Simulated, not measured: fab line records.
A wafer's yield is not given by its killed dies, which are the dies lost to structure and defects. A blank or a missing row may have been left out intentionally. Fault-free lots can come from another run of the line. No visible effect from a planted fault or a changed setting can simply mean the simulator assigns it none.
fab line records    flow gf180mcu    part 1 of 2: steps 1 to 23 of 30
record: lots: 5  wafers: 15  lastDay: 34
route steps=602 shown V2@385 M3@409
lots that met no fault: from a run of the same line without faults
startH: hours from the record's opening day to when the first of the lot's shown wafers began    waitH: hours elapsed since this lot's preceding step    " as in the row above    L1.1+2: one row covering several wafers at once    - no value, or no start given    * or withheld: withheld    < > ~ a bound
route shown NAME@n: NAME is a module with steps in the file, n the number in the route of the first one    usual: mean/standard deviation of fault-free wafers    same: alike in all rows    chamber/n: place in a boat    sites: the reading at each site    _std_site: their standard deviation    _edge_site: inner sites' mean taken away from outer sites' mean    radiusMm: for every site, how far away it sits from the centre of the wafer    mask NAME#n: copy n    behind: the tool/chamber that last shaped the wafer    hold: why the lot went on hold/how many hours it stayed there/how the hold came to an end    device: whichever transistor did not switch (one of n, p or np)    end of line: tests of these same wafers at the route's end    a step given without rows: its recipe and nothing more    killed: at the first sort, the dies lost to defects and structure; wafer yield is something else    map: per-die view of a wafer (x killed, . not killed, _ where there is no die)
set.NAME: the setting that was run; set.NAME@STEP: the one run at that earlier step    model.NAME: the simulator's own value behind a step, which no gauge read
lots seen at some steps along the route; tables by step, rows by wafer
services: when a tool's chamber went out of use (startH, in hours from the record's first day, below 0 if earlier), for how many hours, and the reason
== steps ==
step: GF_V2_THK_MEAS_03
recipe: reads: SiO2_of_V2_CVD_02
usual: V2_CVD_02_THK: 853/11
lot.wafer  tool          chamber  startH  waitH  V2_CVD_02_THK[nm]
L074.1     filmMetro-02  -        442.80  0.0    837
L074.2     "             -        "       "      846
L074.6     "             -        "       "      845
L081.3     filmMetro-02  -        506.06  0.1    837
L081.4     "             -        "       "      838
L081.5     "             -        "       "      848
L087.1     filmMetro-04  -        550.66  0.0    846
L087.2     "             -        "       "      845
L087.5     "             -        "       "      865
L088.2     filmMetro-04  -        577.50  0.0    846
L088.3     "             -        "       "      846
L088.6     "             -        "       "      868
L095.3     filmMetro-04  -        622.37  0.1    853
L095.5     "             -        "       "      857
L095.6     "             -        "       "      857
step: GF_V2_CMP_04
recipe: material: SiO2  downForcePsi: 4  platenRpm: 60  padVelocityMS: 0.94248
usual: motorCurrentA: 12.0/1.1  timeToEndpointS: 82/5.6
lot.wafer  tool    chamber  startH  waitH  motorCurrentA  timeToEndpointS
L074.1     cmp-02  2        442.91  0.1    10.2           69
L074.2     "       3        "       "      11.6           73
L074.6     "       1        "       "      12.4           73
L081.3     cmp-02  0        506.10  0.0    11.6           73
L081.4     "       2        "       "      11.3           76
L081.5     "       0        "       "      12.1           79
L087.2     cmp-02  0        550.72  0.0    11.8           81
L087.1     "       3        "       "      12.6           82
L087.5     "       1        "       "      12.6           90
L088.3     cmp-01  1        577.60  0.1    10.8           76
L088.2     "       3        "       "      13.5           80
L088.6     "       0        "       "      13.4           84
L095.3     cmp-01  1        622.41  0.0    10.6           82
L095.6     "       1        "       "      11.3           83
L095.5     "       2        "       "      10.5           80
step: GF_V2_BOW_MEAS_05
recipe: mode: bow
usual: V2_BOW: 100/8.3
lot.wafer  tool          chamber  startH  waitH  V2_BOW[um]
L074.1     filmMetro-02  -        443.16  0.2    103
L074.2     "             -        "       "      98
L074.6     "             -        "       "      98
L081.3     filmMetro-04  -        506.44  0.3    100
L081.4     "             -        "       "      94
L081.5     "             -        "       "      89
L087.1     filmMetro-02  -        551.02  0.1    102
L087.2     "             -        "       "      101
L087.5     "             -        "       "      102
L088.2     filmMetro-04  -        577.87  0.1    86
L088.3     "             -        "       "      88
L088.6     "             -        "       "      87
L095.3     filmMetro-01  -        622.75  0.3    106
L095.5     "             -        "       "      91
L095.6     "             -        "       "      100
step: GF_V2_DEHYDRATE_06
recipe: tempC: 200  timeS: 60
usual: chillPlateTempC: 23.01/0.096  plateTempC: 200.05/0.17
lot.wafer  tool           chamber  startH  waitH  chillPlateTempC  plateTempC
L074.1     lithoTrack-02  0        454.96  11.8   23.00            200.16
L074.2     "              0        "       "      23.04            199.87
L074.6     "              0        "       "      23.04            200.28
L081.3     lithoTrack-01  0        517.65  11.2   22.93            199.99
L081.4     "              0        "       "      23.00            200.22
L081.5     "              0        "       "      22.97            200.18
L087.1     lithoTrack-01  0        562.40  11.4   22.86            200.10
L087.2     "              0        "       "      22.73            199.93
L087.5     "              0        "       "      23.10            200.01
L088.2     lithoTrack-01  0        588.43  10.5   23.15            199.95
L088.3     "              0        "       "      23.04            200.00
L088.6     "              0        "       "      23.03            199.93
L095.3     lithoTrack-01  0        632.25  9.5    22.94            199.91
L095.5     "              0        "       "      23.01            200.11
L095.6     "              0        "       "      23.01            199.90
step: GF_V2_HMDS_07
recipe: primeTimeS: 60  primeTempC: 120
usual: chillPlateTempC: 22.99/0.1
same: primeTimeS: 60
lot.wafer  tool           chamber  startH  waitH  chillPlateTempC
L074.1     lithoTrack-02  0        455.11  0.1    23.02
L074.2     "              0        "       "      22.99
L074.6     "              0        "       "      22.89
L081.3     lithoTrack-01  0        517.80  0.1    23.03
L081.4     "              0        "       "      23.00
L081.5     "              0        "       "      22.92
L087.1     lithoTrack-01  0        562.55  0.1    22.88
L087.2     "              0        "       "      22.96
L087.5     "              0        "       "      23.11
L088.2     lithoTrack-01  0        588.58  0.1    23.31
L088.3     "              0        "       "      23.03
L088.6     "              0        "       "      23.12
L095.3     lithoTrack-01  0        632.40  0.1    22.96
L095.5     "              0        "       "      23.08
L095.6     "              0        "       "      22.96
step: GF_V2_COAT_08
recipe: resist: BARC  tempC: withheld  timeS: withheld  spinRpm: withheld  resistThkNm: withheld
usual: chillPlateTempC: *  dispensePressureKPa: 48.0/2.3
lot.wafer  tool           chamber  startH  waitH  chillPlateTempC  dispensePressureKPa
L074.1     lithoTrack-02  0        455.26  0.1    *                50.5
L074.2     "              0        "       "      *                50.5
L074.6     "              0        "       "      *                50.5
L081.3     lithoTrack-01  0        517.95  0.1    *                45.5
L081.4     "              0        "       "      *                45.5
L081.5     "              0        "       "      *                45.5
L087.1     lithoTrack-01  0        562.70  0.1    *                45.5
L087.2     "              0        "       "      *                45.5
L087.5     "              0        "       "      *                45.6
L088.2     lithoTrack-01  0        588.73  0.1    *                45.6
L088.3     "              0        "       "      *                45.6
L088.6     "              0        "       "      *                45.5
L095.3     lithoTrack-01  0        632.55  0.1    *                45.5
L095.5     "              0        "       "      *                45.5
L095.6     "              0        "       "      *                45.5
step: GF_V2_COAT_09
recipe: resist: KrF  spinRpm: withheld  resistThkNm: 1000
usual: chillPlateTempC: 22.98/0.11  dispensePressureKPa: 48.0/2.3
lot.wafer  tool           chamber  startH  waitH  chillPlateTempC  dispensePressureKPa
L074.1     lithoTrack-02  0        -       -      23.17            50.5
L074.2     "              0        "       "      23.09            50.6
L074.6     "              0        "       "      22.95            50.6
L081.3     lithoTrack-01  0        -       -      23.00            45.4
L081.4     "              0        "       "      22.88            45.5
L081.5     "              0        "       "      22.87            45.4
L087.1     lithoTrack-01  0        -       -      22.86            45.5
L087.2     "              0        "       "      22.87            45.5
L087.5     "              0        "       "      22.94            45.4
L088.2     lithoTrack-01  0        -       -      22.90            45.5
L088.3     "              0        "       "      22.97            45.5
L088.6     "              0        "       "      22.95            45.5
L095.3     lithoTrack-01  0        -       -      23.10            45.5
L095.5     "              0        "       "      22.97            45.5
L095.6     "              0        "       "      23.18            45.5
step: GF_V2_SOFTBAKE_10
recipe: tempC: 130  timeS: 62.23  resist: KrF
usual: chillPlateTempC: 23.00/0.088  plateSensorTCentreC: 131.01/0.011  plateSensorTEdgeC: 131.21/0.0098
lot.wafer  tool           chamber  startH  waitH  chillPlateTempC  plateSensorTCentreC  plateSensorTEdgeC
L074.1     lithoTrack-02  0        -       -      22.85            131.01               131.19
L074.2     "              0        "       "      23.06            131.02               131.21
L074.6     "              0        "       "      22.99            131.02               131.22
L081.3     lithoTrack-01  0        -       -      23.03            131.01               131.21
L081.4     "              0        "       "      23.09            130.99               131.21
L081.5     "              0        "       "      22.97            131.03               131.21
L087.1     lithoTrack-01  0        -       -      22.96            131.01               131.2
L087.2     "              0        "       "      22.99            131                  131.19
L087.5     "              0        "       "      22.99            131.01               131.2
L088.2     lithoTrack-01  0        -       -      22.95            131.01               131.21
L088.3     "              0        "       "      22.92            131.01               131.23
L088.6     "              0        "       "      23.04            131.02               131.21
L095.3     lithoTrack-01  0        -       -      23.03            131.02               131.23
L095.5     "              0        "       "      23.11            131                  131.19
L095.6     "              0        "       "      23.02            131                  131.21
step: GF_V2_EXPOSE_11
recipe: maskId: Via2  targetCdNm: 260  na: 0.68  sourceShape: conventional  sigmaOuter: 0.6  doseMj: 38
usual: exposureDoseMJCm2: 37.84/0.041
same: sigmaOuter: 0.6
lot.wafer  tool           chamber  startH  waitH  mask    exposureDoseMJCm2
L074.1     krfScanner-02  0        -       -      Via2#0  37.81
L074.2     "              0        "       "      Via2#0  37.84
L074.6     "              0        "       "      Via2#0  37.84
L081.3     krfScanner-01  0        -       -      Via2#0  37.90
L081.4     "              0        "       "      Via2#0  37.88
L081.5     "              0        "       "      Via2#0  37.89
L087.1     krfScanner-02  0        -       -      Via2#0  37.88
L087.2     "              0        "       "      Via2#0  37.86
L087.5     "              0        "       "      Via2#0  37.86
L088.2     krfScanner-01  0        -       -      Via2#0  37.80
L088.3     "              0        "       "      Via2#0  37.77
L088.6     "              0        "       "      Via2#0  37.78
L095.3     krfScanner-02  0        -       -      Via2#0  37.78
L095.5     "              0        "       "      Via2#0  37.83
L095.6     "              0        "       "      Via2#0  37.78
step: GF_V2_PEB_12
recipe: pebTempC: 135  pebTimeS: 90  resist: KrF
usual: chillPlateTempC: 22.99/0.11  plateTempC: 134.98/0.15
lot.wafer  tool           chamber  startH  waitH  chillPlateTempC  plateTempC
L074.1     lithoTrack-01  0        -       -      22.94            135.06
L074.2     "              0        "       "      23.01            135.01
L074.6     "              0        "       "      23.21            135.22
L081.3     lithoTrack-01  0        -       -      22.82            134.79
L081.4     "              0        "       "      22.77            134.80
L081.5     "              0        "       "      22.95            134.99
L087.1     lithoTrack-02  0        -       -      22.84            135.01
L087.2     "              0        "       "      22.91            134.90
L087.5     "              0        "       "      22.72            134.86
L088.2     lithoTrack-02  0        -       -      22.86            134.96
L088.3     "              0        "       "      22.91            134.98
L088.6     "              0        "       "      23.01            134.88
L095.3     lithoTrack-02  0        -       -      23.10            135.07
L095.5     "              0        "       "      22.96            134.89
L095.6     "              0        "       "      23.06            135.01
step: GF_V2_DEVELOP_13
recipe: developTimeS: 60  resist: KrF  devTempC: 21
usual: chillPlateTempC: 23.01/0.11
same: developTimeS: 60
lot.wafer  tool           chamber  startH  waitH  chillPlateTempC
L074.1     lithoTrack-01  0        467.90  0.2    23.13
L074.2     "              0        "       "      23.05
L074.6     "              0        "       "      23.08
L081.3     lithoTrack-01  0        529.40  0.1    23.15
L081.4     "              0        "       "      23.05
L081.5     "              0        "       "      23.10
L087.1     lithoTrack-02  0        573.81  0.2    22.92
L087.2     "              0        "       "      22.87
L087.5     "              0        "       "      22.94
L088.2     lithoTrack-02  0        599.18  0.2    22.73
L088.3     "              0        "       "      22.66
L088.6     "              0        "       "      22.93
L095.3     lithoTrack-02  0        642.55  0.1    22.93
L095.5     "              0        "       "      22.86
L095.6     "              0        "       "      22.81
step: GF_V2_CD_MEAS_14
recipe: targetCdNm: 260
usual: cdNm: 260.0/1.3
lot.wafer  tool      chamber  startH  waitH  cdNm
L074.1     cdSem-02  -        468.19  0.3    261.7
L074.2     "         -        "       "      260.8
L074.6     "         -        "       "      261.5
L081.3     cdSem-02  -        529.54  0.1    260.4
L081.4     "         -        "       "      259.3
L081.5     "         -        "       "      260.5
L087.1     cdSem-01  -        573.96  0.1    261.6
L087.2     "         -        "       "      261.3
L087.5     "         -        "       "      261.6
L088.2     cdSem-01  -        599.32  0.1    259.8
L088.3     "         -        "       "      261.2
L088.6     "         -        "       "      260.2
L095.3     cdSem-02  -        642.69  0.1    258.7
L095.5     "         -        "       "      258.1
L095.6     "         -        "       "      258.7
step: GF_V2_OVL_MEAS_15
usual: V2_OVL: -1/4.8
lot.wafer  tool        chamber  startH  waitH  V2_OVL[nm]
L074.1     overlay-01  -        468.31  0.1    -4
L074.2     "           -        "       "      3
L074.6     "           -        "       "      0
L081.3     overlay-02  -        529.63  0.1    -3
L081.4     "           -        "       "      -3
L081.5     "           -        "       "      -5
L087.1     overlay-02  -        574.08  0.1    -12
L087.2     "           -        "       "      -9
L087.5     "           -        "       "      -8
L088.2     overlay-01  -        599.43  0.1    5
L088.3     "           -        "       "      -3
L088.6     "           -        "       "      0
L095.3     overlay-01  -        642.79  0.1    3
L095.5     "           -        "       "      1
L095.6     "           -        "       "      5
step: GF_V2_ETCH_16
recipe: chemistry: N2/H2  targetDepthA: withheld  overetchA: withheld  timeS: withheld  target: BARC  ionEnergyEv: 200  sourceW: 500  biasW: 100  pressureMtorr: 30  n2FlowSccm: 100  h2FlowSccm: 200
usual: drypumpMotorCurrentA: 5.6/0.54  oesProductAu: 0.855/0.005  throttleValvePct: 13.223/0.0092
lot.wafer  tool        chamber  startH  waitH  drypumpMotorCurrentA  oesProductAu  throttleValvePct
L074.1     rieDiel-04  3        468.34  0.0    6.2                   0.867         13.232
L074.2     "           1        "       "      6.0                   0.848         13.223
L074.6     "           0        "       "      5.0                   0.862         13.222
L081.3     rieDiel-02  1        529.66  0.0    5.7                   0.855         13.227
L081.4     "           0        "       "      5.8                   0.856         13.236
L081.5     "           2        "       "      5.2                   0.857         13.233
L087.1     rieDiel-04  1        574.11  0.0    6.0                   0.856         13.228
L087.2     "           2        "       "      6.2                   0.858         13.217
L087.5     "           3        "       "      6.3                   0.853         13.203
L088.2     rieDiel-04  3        599.46  0.0    6.3                   0.854         13.231
L088.3     "           2        "       "      6.2                   0.858         13.229
L088.6     "           3        "       "      6.3                   0.860         13.209
L095.3     rieDiel-04  0        642.81  0.0    5.0                   0.854         13.234
L095.5     "           3        "       "      6.3                   0.861         13.223
L095.6     "           0        "       "      5.0                   0.858         13.228
step: GF_V2_ETCH_17
recipe: chemistry: C4F8/O2/Ar  maskMaterial: KrF  target: SiO2  stopOn: TiN  sourceW: 1500  biasW: 1200  pressureMtorr: 40  c4f8FlowSccm: withheld  O2_flow_sccm: 6  Ar_flow_sccm: 300  timeS: withheld  targetDepthA: 6300
usual: oesProductAu: 0.856/0.0045
lot.wafer  tool        chamber  startH  waitH  oesProductAu
L074.1     rieDiel-04  3        -       -      0.859
L074.2     "           1        "       "      0.847
L074.6     "           0        "       "      0.858
L081.3     rieDiel-02  1        -       -      0.858
L081.4     "           0        "       "      0.858
L081.5     "           2        "       "      0.859
L087.1     rieDiel-04  1        -       -      0.853
L087.2     "           2        "       "      0.858
L087.5     "           3        "       "      0.857
L088.2     rieDiel-04  3        -       -      0.850
L088.3     "           2        "       "      0.857
L088.6     "           3        "       "      0.854
L095.3     rieDiel-04  0        -       -      0.859
L095.5     "           3        "       "      0.858
L095.6     "           0        "       "      0.854
step: GF_V2_STRIP_18
recipe: chemistry: O2/N2  powerW: 1400  pressureMtorr: 1500  platenTempC: 250  o2FlowSccm: 3000  n2FlowSccm: 300  overashFraction: 0.5
usual: drypumpMotorCurrentA: 5.8/0.33  heaterPowerW: 318/22  oesProductAu: 0.592/0.0049
lot.wafer  tool            chamber  startH  waitH  drypumpMotorCurrentA  heaterPowerW  oesProductAu  rfHoursCounterH
L074.1     plasmaAsher-04  1        468.47  -      6.4                   323           0.595         4
L074.2     "               0        "       "      5.7                   320           0.591         4
L074.6     "               0        "       "      5.7                   319           0.592         -
L081.3     plasmaAsher-02  1        529.82  -      5.8                   342           0.590         -
L081.4     "               0        "       "      5.6                   273           0.590         -
L081.5     "               1        "       "      5.8                   343           0.591         -
L087.1     plasmaAsher-02  0        574.24  -      5.5                   271           0.597         48
L087.2     "               1        "       "      5.8                   332           0.599         48
L087.5     "               0        "       "      5.6                   272           0.587         -
L088.2     plasmaAsher-02  1        599.59  -      5.8                   345           0.591         50
L088.3     "               0        "       "      5.5                   274           0.592         -
L088.6     "               0        "       "      5.5                   271           0.591         -
L095.3     plasmaAsher-04  1        642.97  -      6.5                   321           0.601         -
L095.5     "               0        "       "      5.7                   333           0.591         -
L095.6     "               1        "       "      6.4                   323           0.591         -
step: GF_V2_STRIP_19
recipe: chemistry: postEtchResidueRemover  timeS: 1200  tempC: 72.5
usual: bathGuardTempC: 72.3/0.51
lot.wafer  tool         chamber  startH  waitH  bathGuardTempC
L074.1     wetBench-03  1        468.57  0.1    72.9
L074.2     "            1        "       "      73.2
L074.6     "            1        "       "      73.1
L081.3     wetBench-04  0        529.89  0.0    71.5
L081.4     "            0        "       "      71.5
L081.5     "            0        "       "      71.8
L087.1     wetBench-04  2        574.34  0.1    72.2
L087.2     "            2        "       "      72.3
L087.5     "            2        "       "      71.7
L088.2     wetBench-03  0        599.69  0.1    72.2
L088.3     "            0        "       "      71.9
L088.6     "            0        "       "      72.4
L095.3     wetBench-02  1        643.04  0.0    72.0
L095.5     "            1        "       "      71.6
L095.6     "            1        "       "      71.8
step: GF_V2_CLEAN_20
recipe: chemistry: DIW  dry: n2Spin
lot.wafer   tool         chamber  startH  waitH
L074.1+2+6  wetBench-04  2        468.94  0.0
L081.3+4+5  wetBench-02  0        530.23  0.0
L087.1+2+5  wetBench-04  0        574.68  0.0
L088.2+3+6  wetBench-02  2        600.03  0.0
L095.3+5+6  wetBench-03  3        643.38  0.0
step: GF_V2_SPUTTER_21
recipe: material: Ti  targetThkNm: 15  chamberPressurePa: 5  powerW: 2500  substrateTempC: 200  timeS: 80.02
usual: cathodeDcPowerW: 2500.0/0.45  chamberPressurePa: 5.000/0.011  throttleValvePct: 30.7/0.93
lot.wafer  tool           chamber  startH  waitH  cathodeDcPowerW  chamberPressurePa  throttleValvePct
L074.1     pvdSputter-01  -        469.04  0.0    2500.5           5.010              33.1
L074.2     "              -        "       "      2500.6           4.987              31.1
L074.6     "              -        "       "      2500.0           5.004              30.3
L081.3     pvdSputter-01  -        530.32  0.0    2500.0           5.011              30.0
L081.4     "              -        "       "      2500.0           5.002              30.4
L081.5     "              -        "       "      2500.2           5.010              31.3
L087.1     pvdSputter-03  -        574.77  0.0    2500.3           5.014              30.0
L087.2     "              -        "       "      2500.0           5.002              29.7
L087.5     "              -        "       "      2500.4           5.016              30.0
L088.2     pvdSputter-02  -        600.12  0.0    2499.9           5.018              30.6
L088.3     "              -        "       "      2500.6           5.000              31.4
L088.6     "              -        "       "      2499.6           4.991              30.1
L095.3     pvdSputter-03  -        643.47  0.0    2499.5           4.997              30.4
L095.5     "              -        "       "      2499.9           4.996              30.5
L095.6     "              -        "       "      2499.4           4.992              29.7
step: GF_V2_SPUTTER_22
recipe: material: TiN  targetThkNm: 10  chamberPressurePa: 5  powerW: 4000  timeS: 40
usual: cathodeDcPowerW: 4000.0/0.72  chamberPressurePa: 5.001/0.0096  throttleValvePct: 30.7/0.96
lot.wafer  tool           chamber  startH  waitH  cathodeDcPowerW  chamberPressurePa  throttleValvePct
L074.1     pvdSputter-01  -        469.10  0.0    3999.4           5.007              33.2
L074.2     "              -        "       "      4000.2           5.012              31.4
L074.6     "              -        "       "      3997.8           5.004              30.7
L081.3     pvdSputter-01  -        530.38  0.0    4002.0           4.989              29.9
L081.4     "              -        "       "      4000.0           5.014              30.3
L081.5     "              -        "       "      4000.7           4.991              31.3
L087.1     pvdSputter-03  -        574.83  0.0    3999.6           4.995              30.0
L087.2     "              -        "       "      4000.3           5.014              29.4
L087.5     "              -        "       "      3999.3           4.990              29.7
L088.2     pvdSputter-02  -        600.18  0.0    3999.7           4.988              30.5
L088.3     "              -        "       "      3999.9           5.001              31.5
L088.6     "              -        "       "      4001.2           5.016              29.9
L095.3     pvdSputter-03  -        643.54  0.0    4000.0           4.995              30.6
L095.5     "              -        "       "      4000.2           5.009              30.5
L095.6     "              -        "       "      3999.4           4.995              29.5
step: GF_V2_CVD_23
recipe: material: W  targetThkNm: 350  timeS: 104.94  tempC: 400  pressureTorr: 40
usual: heaterPowerW: 901/60
lot.wafer  tool     chamber  startH  waitH  heaterPowerW
L074.1     cvdW-02  1        469.14  0.0    954
L074.2     "        0        "       "      886
L074.6     "        0        "       "      873
L081.3     cvdW-01  0        530.46  0.1    813
L081.4     "        1        "       "      975
L081.5     "        0        "       "      809
L087.1     cvdW-02  0        574.87  0.0    867
L087.2     "        1        "       "      955
L087.5     "        1        "       "      959
L088.2     cvdW-01  1        600.22  0.0    965
L088.3     "        1        "       "      954
L088.6     "        1        "       "      962
L095.3     cvdW-02  0        643.62  0.1    852
L095.5     "        1        "       "      940
L095.6     "        0        "       "      914
step: GF_V2_RS_MEAS_24
recipe: thkMeasGauge: four-point-probe  reads: W_of_V2_CVD_23+TiN_of_V2_SPUTTER_22+Ti_of_V2_SPUTTER_21
usual: V2_W_RS: 0.327/0.005
lot.wafer  tool          chamber  startH  waitH  V2_W_RS[ohm/sq]
L074.1     filmMetro-04  -        469.25  0.1    0.321
L074.2     "             -        "       "      0.328
L074.6     "             -        "       "      0.330
L081.3     filmMetro-01  -        530.57  0.1    0.330
L081.4     "             -        "       "      0.326
L081.5     "             -        "       "      0.328
L087.1     filmMetro-02  -        574.99  0.1    0.338
L087.2     "             -        "       "      0.324
L087.5     "             -        "       "      0.325
L088.2     filmMetro-01  -        600.36  0.1    0.331
L088.3     "             -        "       "      0.327
L088.6     "             -        "       "      0.330
L095.3     filmMetro-04  -        643.74  0.1    0.329
L095.5     "             -        "       "      0.318
L095.6     "             -        "       "      0.326
step: GF_V2_THK_MEAS_25
recipe: thkMeasGauge: xrf  reads: W_of_V2_CVD_23
usual: V2_W_THK: 350/6.2
lot.wafer  tool          chamber  startH  waitH  V2_W_THK[nm]
L074.1     filmMetro-04  -        469.37  0.1    355
L074.2     "             -        "       "      350
L074.6     "             -        "       "      348
L081.3     filmMetro-01  -        530.67  0.1    347
L081.4     "             -        "       "      352
L081.5     "             -        "       "      348
L087.1     filmMetro-02  -        575.11  0.1    346
L087.2     "             -        "       "      362
L087.5     "             -        "       "      359
L088.2     filmMetro-01  -        600.47  0.1    340
L088.3     "             -        "       "      343
L088.6     "             -        "       "      342
L095.3     filmMetro-04  -        643.84  0.1    351
L095.5     "             -        "       "      361
L095.6     "             -        "       "      353
